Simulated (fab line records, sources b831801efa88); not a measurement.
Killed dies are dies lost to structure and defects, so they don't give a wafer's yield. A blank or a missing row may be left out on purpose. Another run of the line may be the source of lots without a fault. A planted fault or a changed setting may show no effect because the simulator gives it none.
The tool behind it: which one? | flow gf180mcu | 24 lots, 72 wafers sampled, at 5 steps of a route of 602

WHAT EACH GAUGE READ, for each wafer
GF_V1_THK_MEAS_25: measures by xrf.
lot  | measured     | on            | V1_W_THK (nm)
L074 | day 18 00:23 | film-metro-02 | 356 340 341
L075 | day 18 19:32 | film-metro-01 | 349 348 347
L076 | day 18 23:14 | film-metro-03 | 351 346 347
L077 | day 19 11:52 | film-metro-02 | 346 359 345
L078 | day 19 19:58 | film-metro-01 | 347 341 345
L079 | day 20 06:47 | film-metro-03 | 342 348 352
L080 | day 20 13:03 | film-metro-02 | 354 345 352
L081 | day 21 05:10 | film-metro-03 | 335 337 349
L082 | day 21 07:26 | film-metro-03 | 341 342 342
L083 | day 21 16:22 | film-metro-02 | 345 356 340
L084 | day 22 00:25 | film-metro-01 | 334 342 341
L085 | day 22 11:03 | film-metro-01 | 326 339 332
L086 | day 22 21:17 | film-metro-02 | 350 347 346
L087 | day 23 08:19 | film-metro-03 | 348 337 335
L088 | day 23 12:59 | film-metro-03 | 335 342 348
L089 | day 23 16:20 | film-metro-03 | 342 352 350
L090 | day 24 03:16 | film-metro-02 | 338 349 342
L091 | day 24 11:18 | film-metro-03 | 345 336 335
L092 | day 24 20:56 | film-metro-03 | 344 338 344
L093 | day 25 08:47 | film-metro-01 | 325 333 342
L094 | day 25 10:01 | film-metro-01 | 337 349 340
L095 | day 25 15:02 | film-metro-03 | 354 352 353
L096 | day 26 02:10 | film-metro-01 | 343 336 344
L097 | day 26 11:11 | film-metro-03 | 345 342 347

GF_V2_CD_MEAS_14 targets a cd of 260 nm.
lot  | measured     | on        | cd-nm (nm)
L074 | day 20 02:25 | cd-sem-02 | 260.8 259.7 260.8
L075 | day 20 21:44 | cd-sem-01 | 258.1 259.1 257.1
L076 | day 21 00:37 | cd-sem-01 | 260.4 258.7 259.6
L077 | day 21 14:22 | cd-sem-02 | 258.5 259.7 259.1
L078 | day 21 21:35 | cd-sem-01 | 260.5 260.3 260.1
L079 | day 22 07:56 | cd-sem-02 | 259.0 259.4 260.6
L080 | day 22 13:22 | cd-sem-02 | 260.0 260.1 259.2
L081 | day 23 05:32 | cd-sem-02 | 261.4 260.2 259.2
L082 | day 23 07:36 | cd-sem-02 | 258.5 258.6 259.5
L083 | day 23 16:56 | cd-sem-02 | 259.2 259.1 259.1
L084 | day 24 00:08 | cd-sem-01 | 261.2 260.2 260.9
L085 | day 24 10:31 | cd-sem-01 | 259.7 259.8 259.6
L086 | day 24 20:25 | cd-sem-02 | 259.9 261.4 259.7
L087 | day 25 06:04 | cd-sem-01 | 258.8 258.3 259.4
L088 | day 25 09:53 | cd-sem-02 | 258.1 258.5 258.2
L089 | day 25 14:51 | cd-sem-02 | 259.0 260.8 259.1
L090 | day 26 00:37 | cd-sem-01 | 261.6 261.7 260.8
L091 | day 26 07:22 | cd-sem-01 | 260.4 260.0 257.4
L092 | day 26 17:16 | cd-sem-01 | 260.3 260.1 259.7
L093 | day 27 04:34 | cd-sem-02 | 262.8 261.7 262.7
L094 | day 27 05:31 | cd-sem-01 | 257.8 258.3 258.9
L095 | day 27 09:37 | cd-sem-01 | 261.0 261.8 261.8
L096 | day 27 20:33 | cd-sem-01 | 258.7 261.1 260.9
L097 | day 28 05:42 | cd-sem-02 | 259.4 260.5 259.8

GF_V4_THK_MEAS_03.
lot  | measured     | on            | V4_CVD_02_THK (nm)
L074 | day 23 07:29 | film-metro-02 | 850 871 876
L075 | day 24 01:31 | film-metro-02 | 848 841 849
L076 | day 24 05:19 | film-metro-04 | 833 851 860
L077 | day 24 16:18 | film-metro-02 | 827 846 841
L078 | day 24 22:26 | film-metro-01 | 845 854 860
L079 | day 25 09:10 | film-metro-04 | 868 846 864
L080 | day 25 14:14 | film-metro-01 | 847 847 857
L081 | day 26 05:10 | film-metro-02 | 848 864 868
L082 | day 26 06:28 | film-metro-04 | 845 851 872
L083 | day 26 15:50 | film-metro-04 | 844 849 855
L084 | day 26 21:23 | film-metro-02 | 846 847 856
L085 | day 27 07:12 | film-metro-02 | 837 850 846
L086 | day 27 15:52 | film-metro-02 | 836 837 856
L087 | day 28 02:40 | film-metro-02 | 835 841 861
L088 | day 28 05:56 | film-metro-02 | 852 865 878
L089 | day 28 09:05 | film-metro-01 | 836 846 859
L090 | day 28 18:32 | film-metro-01 | 838 835 850
L091 | day 29 00:43 | film-metro-02 | 833 844 851
L092 | day 29 09:39 | film-metro-01 | 839 860 855
L093 | day 29 21:08 | film-metro-02 | 837 843 852
L094 | day 29 22:48 | film-metro-02 | 859 851 859
L095 | day 30 02:15 | film-metro-02 | 860 862 864
L096 | day 30 12:26 | film-metro-02 | 846 856 873
L097 | day 30 20:39 | film-metro-02 | 854 856 861

TOOL THAT RAN EACH LOT (tool first, then ch and the chambers of the sampled wafers, then the start)
lot  | GF_V3_CMP_26                  | GF_M4_SPUTTER_00
L074 | cmp-02 ch 0,2,3, day 22 06:32 | pvd-sputter-04, day 22 06:47
L075 | cmp-01 ch 0,1,2, day 23 01:28 | pvd-sputter-02, day 23 01:37
L076 | cmp-01 ch 0,2,3, day 23 04:43 | pvd-sputter-02, day 23 04:58
L077 | cmp-02 ch 0,1,2, day 23 16:53 | pvd-sputter-04, day 23 17:02
L078 | cmp-02 ch 0,1,3, day 23 23:47 | pvd-sputter-04, day 24 00:02
L079 | cmp-01 ch 1,2,3, day 24 10:33 | pvd-sputter-02, day 24 10:48
L080 | cmp-02 ch 0,1,3, day 24 14:56 | pvd-sputter-02, day 24 15:14
L081 | cmp-01 ch 0,1, day 25 06:20   | pvd-sputter-02, day 25 06:38
L082 | cmp-01 ch 0,3, day 25 07:53   | pvd-sputter-04, day 25 08:11
L083 | cmp-01 ch 0,1,3, day 25 17:12 | pvd-sputter-03, day 25 17:21
L084 | cmp-02 ch 1,2,3, day 25 23:11 | pvd-sputter-04, day 25 23:29
L085 | cmp-02 ch 0,1,3, day 26 08:49 | pvd-sputter-04, day 26 09:07
L086 | cmp-02 ch 0,1,3, day 26 18:42 | pvd-sputter-02, day 26 18:57
L087 | cmp-01 ch 0,1,3, day 27 05:07 | pvd-sputter-04, day 27 05:25
L088 | cmp-01 ch 0,2,3, day 27 07:36 | pvd-sputter-03, day 27 07:51
L089 | cmp-01 ch 0,1, day 27 12:02   | pvd-sputter-04, day 27 12:17
L090 | cmp-02 ch 1,2, day 27 21:24   | pvd-sputter-02, day 27 21:42
L091 | cmp-02 ch 0,1,3, day 28 04:17 | pvd-sputter-02, day 28 04:32
L092 | cmp-02 ch 0,1,2, day 28 13:49 | pvd-sputter-03, day 28 14:07
L093 | cmp-02 ch 0,2,3, day 29 00:22 | pvd-sputter-03, day 29 00:37
L094 | cmp-02 ch 1,2, day 29 02:27   | pvd-sputter-04, day 29 02:45
L095 | cmp-02 ch 0,1,3, day 29 05:31 | pvd-sputter-02, day 29 05:43
L096 | cmp-01 ch 1,2,3, day 29 16:29 | pvd-sputter-02, day 29 16:44
L097 | cmp-02 ch 0,1,2, day 30 00:42 | pvd-sputter-04, day 30 01:00
- GF_V3_CMP_26: polishes, stops on SiO2, t overpolish 15 s, target thk 0 nm.
- GF_M4_SPUTTER_00: material Ti, target thk 37.5 nm, time 150 s.

AS READ BY THE TOOLS THEMSELVES (means over the sampled wafers that have a number; for cases with no such wafer, the mark the record gives instead)
GF_V3_CMP_26.
lot  | tool   | motor-current-A (A) | overpolish-run-s (s) | retaining-ring-pressure-frac | time-to-endpoint-s (s)
L074 | cmp-02 | 11.3                | 14.999               | 0.998                        | 81
L075 | cmp-01 | 10.1                | 14.999               | 0.999                        | 88
L076 | cmp-01 | 10.5                | 15.017               | 0.995                        | 84
L077 | cmp-02 | 11.5                | 14.996               | 1.000                        | 84
L078 | cmp-02 | 10.9                | 14.996               | 1.003                        | 83
L079 | cmp-01 | 9.5                 | 15.001               | 0.999                        | 88
L080 | cmp-02 | 10.9                | 15.001               | 0.998                        | 82
L081 | cmp-01 | 11.7                | 15.007               | 1.003                        | 86
L082 | cmp-01 | 11.0                | 15.003               | 1.000                        | 90
L083 | cmp-01 | 10.7                | 15.005               | 0.996                        | 93
L084 | cmp-02 | 10.8                | 14.995               | 1.000                        | 82
L085 | cmp-02 | 11.0                | 15.000               | 1.001                        | 82
L086 | cmp-02 | 11.0                | 14.996               | 0.998                        | 81
L087 | cmp-01 | 10.5                | 14.994               | 1.003                        | 90
L088 | cmp-01 | 10.7                | 14.992               | 1.001                        | 86
L089 | cmp-01 | 11.4                | 14.999               | 0.998                        | 85
L090 | cmp-02 | 11.8                | 15.006               | 0.998                        | 83
L091 | cmp-02 | 10.7                | 15.002               | 1.001                        | 87
L092 | cmp-02 | 11.8                | 15.004               | 1.004                        | 85
L093 | cmp-02 | 11.2                | 15.003               | 1.002                        | 83
L094 | cmp-02 | 11.8                | 15.000               | 1.003                        | 84
L095 | cmp-02 | 10.7                | 14.995               | 1.002                        | 87
L096 | cmp-01 | 9.8                 | 14.996               | 1.002                        | 88
L097 | cmp-02 | 11.8                | 14.992               | 0.997                        | 86

GF_M4_SPUTTER_00.
lot  | tool           | throttle-valve-pct (%)
L074 | pvd-sputter-04 | 31.1
L075 | pvd-sputter-02 | 29.9
L076 | pvd-sputter-02 | 30.1
L077 | pvd-sputter-04 | 30.4
L078 | pvd-sputter-04 | 30.3
L079 | pvd-sputter-02 | 30.0
L080 | pvd-sputter-02 | 30.2
L081 | pvd-sputter-02 | 30.1
L082 | pvd-sputter-04 | 31.0
L083 | pvd-sputter-03 | 30.7
L084 | pvd-sputter-04 | 31.1
L085 | pvd-sputter-04 | 30.7
L086 | pvd-sputter-02 | 29.7
L087 | pvd-sputter-04 | 30.8
L088 | pvd-sputter-03 | 30.3
L089 | pvd-sputter-04 | 30.5
L090 | pvd-sputter-02 | 30.0
L091 | pvd-sputter-02 | 30.5
L092 | pvd-sputter-03 | 30.9
L093 | pvd-sputter-03 | 30.2
L094 | pvd-sputter-04 | 30.8
L095 | pvd-sputter-02 | 29.5
L096 | pvd-sputter-02 | 30.2
L097 | pvd-sputter-04 | 30.5

THE ANSWER, worked out from the rows above alone
Rule: the usual values come from the lots themselves. The widest of any qualifying gaps counts: lots, ordered by their means at a reading, are off when they make up no more than a third of the lots, leave a main group of 4 or more, and stand apart from it by 3 or more times the standard deviation of that group's means. The tables above print the reading to a certain number of digits; a main group whose means all agree to those digits is not used. A lot without any number at a reading at which 4 lots or more have one is off too. Any other lot the step has rows for is counted as sound. First the gauges in route order, then the tools' own readings, where a lot's mean is used as printed above. At the first step where some lot is off, the reading lying furthest off is the one used; lots without a number count as furthest.
None of the lots is off at any reading shown; this tells nothing.

WHAT THE SIMULATOR PUT IN
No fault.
